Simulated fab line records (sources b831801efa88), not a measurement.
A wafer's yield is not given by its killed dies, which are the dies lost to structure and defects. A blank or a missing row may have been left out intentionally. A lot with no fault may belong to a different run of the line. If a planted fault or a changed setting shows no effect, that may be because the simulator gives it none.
Struck lot and sound lot, side by side + flow sfq-line + 14 steps out of a route of 325
Sound: the wafers L243.1, L243.2, L243.4. The struck wafers were L251.3, L251.4, L251.6. The cause is named last.
At each step with rows: each side's tool, then ch and its chambers, then its first start. Under that, the readings that differ: sound wafers + struck wafers + difference of the means + sigmas: that difference in standard deviations of wafers without a fault.
alike: readings whose means differ by less than 2 such deviations, and words and numbers that are the same on both sides. not compared: withheld readings, readings that some wafer has no value for, bounds like >300 that may hide the same value, and numbers for which the record gives no deviation and whose values overlap.
Wherever a step has rows on one side only, a row that says differs or no value, or a row with sigmas, the two part there. Numbers that don't overlap but have no deviation are shown without sigmas and don't part them. A reading that every wafer of one side lacks parts them only if that side has two wafers or more.

first, 6 steps without rows for these wafers: SFQ_TRILAYER_I3_VIA_LITHO_COAT_090 (resist thk 62 nm); SFQ_TRILAYER_I3_VIA_LITHO_COAT_085 (resist thk 650 nm); SFQ_TRILAYER_I3_VIA_LITHO_SOFTBAKE_089; SFQ_TRILAYER_I3_VIA_LITHO_EXPOSE_086 (exposes mask I3, target cd 500 nm); SFQ_TRILAYER_I3_VIA_LITHO_PEB_088 (peb time 60 s); SFQ_TRILAYER_I3_VIA_LITHO_DEVELOP_087 (time 60 s).
SFQ_I3_OVL_MEAS_923:
  struck on overlay-01, day 40 18:54; sound on overlay-02, day 34 06:47
  alike: I3_OVL
SFQ_TRILAYER_I3_VIA_BARC_OPEN_VIA_ETCH_121: etches BARC in O2, target depth 125 nm, time 41.7 s.
  sound on rie-diel-04 ch 0,1,2, day 34 06:49; struck on rie-diel-04 ch 1,3, day 40 18:56
  alike: drypump-motor-current-A, oes-product-au
  not compared: rf-hours-counter-h
SFQ_TRILAYER_I3_VIA_ETCH_VIA_ETCH_088: etches SiO2 in CHF3, stops on Nb, target depth 260 nm.
  sound on rie-diel-04 ch 0,1,2, day 34 06:51; struck on rie-diel-04 ch 1,3, day 40 18:58
  alike: drypump-motor-current-A, oes-product-au
SFQ_TRILAYER_I3_VIA_STRIP_STRIP_089: strips in O2.
  sound on rie-metal-01 ch 0,1, day 34 06:58; struck on rie-metal-03 ch 0,1, day 40 19:17
  alike: drypump-motor-current-A, oes-product-au
  not compared: rf-hours-counter-h
then, 2 steps without rows for these wafers: SFQ_TRILAYER_I3_VIA_STRIP_SOLV_CLEAN_090 (cleans in NMP, time 600 s); SFQ_TRILAYER_M4_DEP_PRE_CLEAN_092 (time 22.5 s).
SFQ_TRILAYER_M4_DEP_SPUTTER_091: material Nb, target thk 200 nm, time 133.3 s.
  struck on pvd-sputter-04, day 40 19:53; sound on pvd-sputter-04, day 34 07:46
| reading                  | sound                   | struck                  | difference | sigmas      |
|--------------------------|-------------------------|-------------------------|------------|-------------|
| chamber-pressure-pa (Pa) | 0.13379 0.13315 0.13317 | 0.10871 0.10836 0.10816 | -0.02496   | -99 or more |
| throttle-valve-pct (%)   | 27.8 28.9 30.6          | 31.0 34.0 32.0          | +3.2       | +4          |
SFQ_M4_RS_MEAS_924: measures by four-point-probe.
  struck on film-metro-04, day 40 20:01; sound on film-metro-04, day 34 07:52
  alike: M4_NB_RS

## WHERE THEY PART
At SFQ_TRILAYER_M4_DEP_SPUTTER_091 and nowhere else, as far as this record goes. Later steps at which nothing parts them and some readings are alike: SFQ_M4_RS_MEAS_924.

WHY: what had been put in by the simulator
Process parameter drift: pvd-sputter-04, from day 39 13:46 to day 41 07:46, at SFQ_TRILAYER_M4_DEP_SPUTTER_091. A move of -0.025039 in setting chamber-pressure-pa, from 0.1333. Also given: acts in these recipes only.
